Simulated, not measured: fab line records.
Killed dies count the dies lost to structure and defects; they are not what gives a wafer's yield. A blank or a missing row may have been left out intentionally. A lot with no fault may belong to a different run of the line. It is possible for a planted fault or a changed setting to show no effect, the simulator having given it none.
fab line records    flow sky130
record: lots: 14  wafers: 42  last_day: 50
route steps=708 shown NWELL@62 POLY_GATE@230 LDD_N@244 LI_CONTACT@365
lots untouched by any fault: they come from a run of this same line in which no faults occurred
start_h: hours from the record's first day to the start of the lot's first wafer shown    wait_h: time in hours since the lot's previous step    " identical to the entry in the row above    L1.1+2: a single row standing in for several wafers    - no value, or no start was given    * or withheld: withheld    < > ~ a bound
route shown NAME@n: names a module that has steps shown in the file, with the first one's number in the route    usual: mean/standard deviation taken from wafers without a fault    same: alike in all rows    chamber/n: place in a boat    sites: each site's reading    _std_site: standard deviation of those values    _edge_site: outer sites' mean less inner sites'    radius_mm: for every site, how far away it sits from the centre of the wafer    mask NAME#n: copy n    behind: the most recent tool/chamber to have shaped the wafer    hold: reason for holding the lot/hours on hold/outcome of the hold    device: transistor that didn't switch, given as n, p or np    end of line: tests run on the same wafers once the route is complete    for a step that has no rows: nothing shown but its recipe    killed: not the wafer's yield, but the dies lost to structure and defects at the first sort    map: per-die view of a wafer (x killed, . not killed, _ where there is no die)
set.NAME: the setting as run; set.NAME@STEP: as run at that earlier step    model.NAME: the simulator's own value behind a step, which no gauge read
route steps across a sampled set of lots; one table per step, one row per wafer
services: the hour from which a tool's chamber was out of use, counted from the record's first day as start_h (under 0 if before that day), plus the number of hours and why
== steps ==
step: SKY_NWELL_DEVELOP_09
recipe: wall_angle_deg: 90  developer: TMAH  develop_time_s: 60  dev_temp_c: 23
usual: chill_plate_temp_C: 23.01/0.097  develop_time_s: 60/0
lot.wafer  tool            chamber  start_h  wait_h  chill_plate_temp_C  develop_time_s
L619.2     litho_track-01  0        85       -       22.92               60
L619.5     "               0        "        "       23.05               60
L619.6     "               0        "        "       22.93               60
L620.2     litho_track-04  0        89       -       22.92               60
L620.3     "               0        "        "       22.93               60
L620.4     "               0        "        "       22.89               60
L621.3     litho_track-01  0        95       -       22.85               60
L621.4     "               0        "        "       22.91               60
L621.6     "               0        "        "       23.02               60
L625.2     litho_track-02  0        120      -       22.95               60
L625.4     "               0        "        "       23.06               60
L625.6     "               0        "        "       23.14               60
L628.1     litho_track-01  0        134      -       23.19               60
L628.3     "               0        "        "       23.13               60
L628.5     "               0        "        "       23.10               60
L629.2     litho_track-02  0        143      -       23.09               60
L629.4     "               0        "        "       22.99               60
L629.6     "               0        "        "       23.10               60
L630.1     litho_track-02  -        148      -       -                   -
L630.2     "               -        "        "       -                   -
L630.6     "               -        "        "       -                   -
L631.1     litho_track-02  -        156      -       -                   -
L631.4     "               -        "        "       -                   -
L631.5     "               -        157      -       -                   -
L632.3     litho_track-04  0        163      -       22.88               60
L632.4     "               0        "        "       23.00               60
L632.5     "               0        "        "       22.95               60
L633.1     litho_track-02  0        168      -       23.13               60
L633.2     "               0        "        "       23.12               60
L633.5     "               0        "        "       23.06               60
L639.1     litho_track-02  0        204      -       22.95               60
L639.5     "               0        "        "       22.96               60
L639.6     "               0        "        "       22.93               60
L640.3     litho_track-02  0        210      -       23.00               60
L640.4     "               0        "        "       23.09               60
L640.6     "               0        "        "       23.10               60
L641.2     litho_track-04  0        215      -       23.00               60
L641.4     "               0        "        "       23.10               60
L641.5     "               0        "        "       23.11               60
L642.1     litho_track-02  0        222      -       23.02               60
L642.5     "               0        223      -       23.07               60
L642.6     "               0        "        "       23.06               60
step: SKY_POLY_GATE_ETCH_16
recipe: stop_on: poly-Si  chemistry: CH3F/O2  target: Si3N4  source_w: 400  bias_w: 80  pressure_mtorr: 25  ch3f_flow_sccm: 40  O2_flow_sccm: 30  time_s: 147.5  target_depth_a: 750
usual: drypump_motor_current_A: 5.6/0.46  oes_product_au: 0.639/0.0048  throttle_valve_pct: 10.535/0.009
lot.wafer  tool         chamber  start_h  wait_h  drypump_motor_current_A  oes_product_au  rf_hours_counter_h  throttle_valve_pct
L619.2     rie_diel-02  0        373.01   0.0     6.1                      0.643           13                  10.533
L619.5     "            2        "        "       5.4                      0.640           -                   10.532
L619.6     "            3        "        "       6.2                      0.652           -                   10.539
L620.2     rie_diel-01  2        384.60   0.0     4.9                      0.636           2                   10.532
L620.3     "            3        "        "       5.1                      0.643           62                  10.538
L620.4     "            1        "        "       5.6                      0.642           79                  10.545
L621.3     rie_diel-04  3        396.40   0.0     6.2                      0.635           19                  10.538
L621.4     "            2        "        "       5.7                      0.644           7                   10.526
L621.6     "            0        "        "       6.3                      0.633           -                   10.534
L625.2     rie_diel-01  0        426.66   0.0     6.0                      0.635           7                   10.535
L625.4     "            1        "        "       5.6                      0.645           80                  10.550
L625.6     "            2        "        "       4.9                      0.638           -                   10.537
L628.1     rie_diel-01  2        442.71   0.0     4.9                      0.643           3                   10.548
L628.3     "            3        "        "       5.2                      0.646           63                  10.518
L628.5     "            2        "        "       4.9                      0.643           -                   10.547
L629.2     rie_diel-01  2        456.81   0.0     4.9                      0.636           3                   10.528
L629.4     "            0        "        "       5.9                      0.638           8                   10.536
L629.6     "            3        "        "       5.1                      0.645           -                   10.544
L630.1     rie_diel-04  1        463.13   0.0     5.6                      0.639           1                   10.539
L630.2     "            3        "        "       6.1                      0.631           21                  10.530
L630.6     "            1        "        "       5.6                      0.640           -                   10.543
L631.1     rie_diel-01  0        478.25   0.0     6.0                      0.638           8                   10.526
L631.4     "            1        "        "       5.6                      0.645           81                  10.542
L631.5     "            1        "        "       5.6                      0.643           -                   10.542
L632.3     rie_diel-01  1        486.06   0.0     5.6                      0.638           81                  10.524
L632.4     "            2        "        "       4.9                      0.642           4                   10.518
L632.5     "            0        "        "       5.9                      0.633           -                   10.553
L633.1     rie_diel-02  2        493.41   0.0     5.4                      0.643           24                  10.550
L633.2     "            3        "        "       6.2                      0.636           26                  10.541
L633.5     "            3        "        "       6.2                      0.640           -                   10.527
L639.1     rie_diel-01  0        547.30   0.0     6.0                      0.648           10                  10.534
L639.5     "            0        "        "       5.9                      0.637           -                   10.526
L639.6     "            2        "        "       4.9                      0.638           -                   10.532
L640.3     rie_diel-02  0        554.05   0.0     6.1                      0.639           16                  10.522
L640.4     "            0        "        "       6.1                      0.640           -                   10.528
L640.6     "            1        "        "       5.2                      0.643           -                   10.549
L641.2     rie_diel-02  2        562.11   0.0     5.4                      0.642           26                  10.532
L641.4     "            0        "        "       6.1                      0.637           -                   10.549
L641.5     "            2        "        "       5.4                      0.643           -                   10.531
L642.1     rie_diel-02  2        568.80   0.0     5.4                      0.639           27                  10.540
L642.5     "            2        "        "       5.4                      0.635           -                   10.523
L642.6     "            3        "        "       6.2                      0.631           -                   10.523
step: SKY_LDD_N_OVL_MEAS_07
usual: LDD_N_OVL: -0.8/1.1
lot.wafer  tool        chamber  start_h  wait_h  LDD_N_OVL[nm]
L619.2     overlay-01  -        405.33   0.1     0.5
L619.5     "           -        "        "       -0.4
L619.6     "           -        "        "       0.2
L620.2     overlay-01  -        416.87   0.1     -1.1
L620.3     "           -        "        "       -0.2
L620.4     "           -        "        "       -0.6
L621.3     overlay-01  -        428.14   0.1     -1.2
L621.4     "           -        "        "       0.2
L621.6     "           -        "        "       -1.8
L625.2     overlay-02  -        459.22   0.1     -3.9
L625.4     "           -        "        "       -3.0
L625.6     "           -        "        "       -4.0
L628.1     overlay-01  -        475.08   0.1     -1.5
L628.3     "           -        "        "       -0.3
L628.5     "           -        "        "       0.4
L629.2     overlay-01  -        490.13   0.1     -1.3
L629.4     "           -        "        "       -2.3
L629.6     "           -        "        "       -2.2
L630.1     overlay-02  -        496.31   0.1     0.4
L630.2     "           -        "        "       0.6
L630.6     "           -        "        "       0.4
L631.1     overlay-01  -        510.12   0.1     -0.2
L631.4     "           -        "        "       0.0
L631.5     "           -        "        "       -0.6
L632.3     overlay-01  -        518.51   0.1     -1.5
L632.4     "           -        "        "       -1.4
L632.5     "           -        "        "       -1.1
L633.1     overlay-02  -        524.31   0.1     0.5
L633.2     "           -        "        "       0.4
L633.5     "           -        "        "       0.8
L639.1     overlay-02  -        578.22   0.1     -0.1
L639.5     "           -        "        "       0.3
L639.6     "           -        "        "       -0.5
L640.3     overlay-02  -        585.16   0.1     -0.5
L640.4     "           -        "        "       -2.4
L640.6     "           -        "        "       -0.3
L641.2     overlay-02  -        593.30   0.1     -0.7
L641.4     "           -        "        "       0.7
L641.5     "           -        "        "       0.4
L642.1     overlay-01  -        600.75   0.1     -1.0
L642.5     "           -        "        "       -1.6
L642.6     "           -        "        "       -1.9
step: SKY_LI_CONTACT_BOW_MEAS_03
recipe: mode: bow
usual: LI_CONTACT_BOW: 55/7
lot.wafer  tool           chamber  start_h  wait_h  LI_CONTACT_BOW[um]
L619.2     film_metro-03  -        653.58   0.2     70
L619.5     "              -        "        "       53
L619.6     "              -        "        "       61
L620.2     film_metro-02  -        661.45   0.2     58
L620.3     "              -        "        "       43
L620.4     "              -        "        "       60
L621.3     film_metro-03  -        673.03   0.2     54
L621.4     "              -        "        "       50
L621.6     "              -        "        "       63
L625.2     film_metro-04  -        702.43   0.2     56
L625.4     "              -        "        "       47
L625.6     "              -        "        "       65
L628.1     film_metro-04  -        715.35   0.1     52
L628.3     "              -        "        "       63
L628.5     "              -        "        "       59
L629.2     film_metro-03  -        728.81   0.3     46
L629.4     "              -        "        "       54
L629.6     "              -        "        "       49
L630.1     film_metro-03  -        734.51   0.2     51
L630.2     "              -        "        "       62
L630.6     "              -        "        "       58
L631.1     film_metro-04  -        745.85   0.1     49
L631.4     "              -        "        "       45
L631.5     "              -        "        "       63
L632.3     film_metro-03  -        754.62   0.2     53
L632.4     "              -        "        "       51
L632.5     "              -        "        "       59
L633.1     film_metro-03  -        759.94   0.1     60
L633.2     "              -        "        "       50
L633.5     "              -        "        "       60
L639.1     film_metro-02  -        807.22   0.1     52
L639.5     "              -        "        "       53
L639.6     "              -        "        "       45
L640.3     film_metro-04  -        812.65   0.2     61
L640.4     "              -        "        "       59
L640.6     "              -        "        "       70
L641.2     film_metro-02  -        819.81   0.2     32
L641.4     "              -        "        "       46
L641.5     "              -        "        "       47
L642.1     film_metro-04  -        827.80   0.2     55
L642.5     "              -        "        "       44
L642.6     "              -        "        "       56
== services ==
tool         chamber  start_h  hours  kind
rie_diel-04  3        97.70    2.9    repair
rie_diel-04  3        113.16   3.0    repair
rie_diel-01  1        124.51   2.9    repair
rie_diel-04  -        135.40   2.8    pm
rie_diel-01  -        168.38   0.8    repair
rie_diel-02  0        189.54   5.2    repair
rie_diel-01  2        197.30   5.4    repair
rie_diel-01  2        255.38   -      clean
rie_diel-01  2        255.38   28.1   scheduled_down
rie_diel-04  3        265.74   6.3    repair
rie_diel-04  3        305.64   3.4    repair
rie_diel-02  -        329.98   0.3    repair
rie_diel-04  -        359.33   2.4    repair
rie_diel-01  2        359.92   5.6    repair
rie_diel-01  1        360.18   5.2    repair
rie_diel-02  3        362.52   2.4    repair
rie_diel-04  0        382.68   4.6    repair
rie_diel-04  0        458.36   19.4   repair
rie_diel-02  -        465.11   2.4    repair
rie_diel-02  -        467.79   14.6   pm
rie_diel-02  2        486.10   2.0    repair
rie_diel-02  -        497.03   0.9    repair
rie_diel-02  3        542.49   20.6   repair
rie_diel-04  1        552.79   5.3    repair
== key ==
first_sign: step: SKY_NWELL_DEVELOP_09  reading: tool_record  direction: missing
effect none on later readings
met_at SKY_NWELL_DEVELOP_09
struck_lots L630,L631
sort_left_out L630.1,L630.2,L630.6,L631.1,L631.4,L631.5
tester_left_out L630,L631
not_acting_at SKY_POLY_GATE_ETCH_16,SKY_LDD_N_OVL_MEAS_07,SKY_LI_CONTACT_BOW_MEAS_03
onset_between 143 148
fault: kind: skipped_step_whole  tool: litho_track-02  chamber: -  onset_h: 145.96  steps: SKY_NWELL_DEVELOP_09  scope: struck_lots_only
tester_left_out: of these lots the tester's yield and bins aren't shown, on N5 and GAA mostly nor the transistor test; their killed dies are dies lost to structure and defects alone, not to doping, threshold or leakage, so they don't give the yield
sort_left_out: the simulated sort isn't trusted on such a fault, so these wafers' sort isn't shown, and their yield isn't known
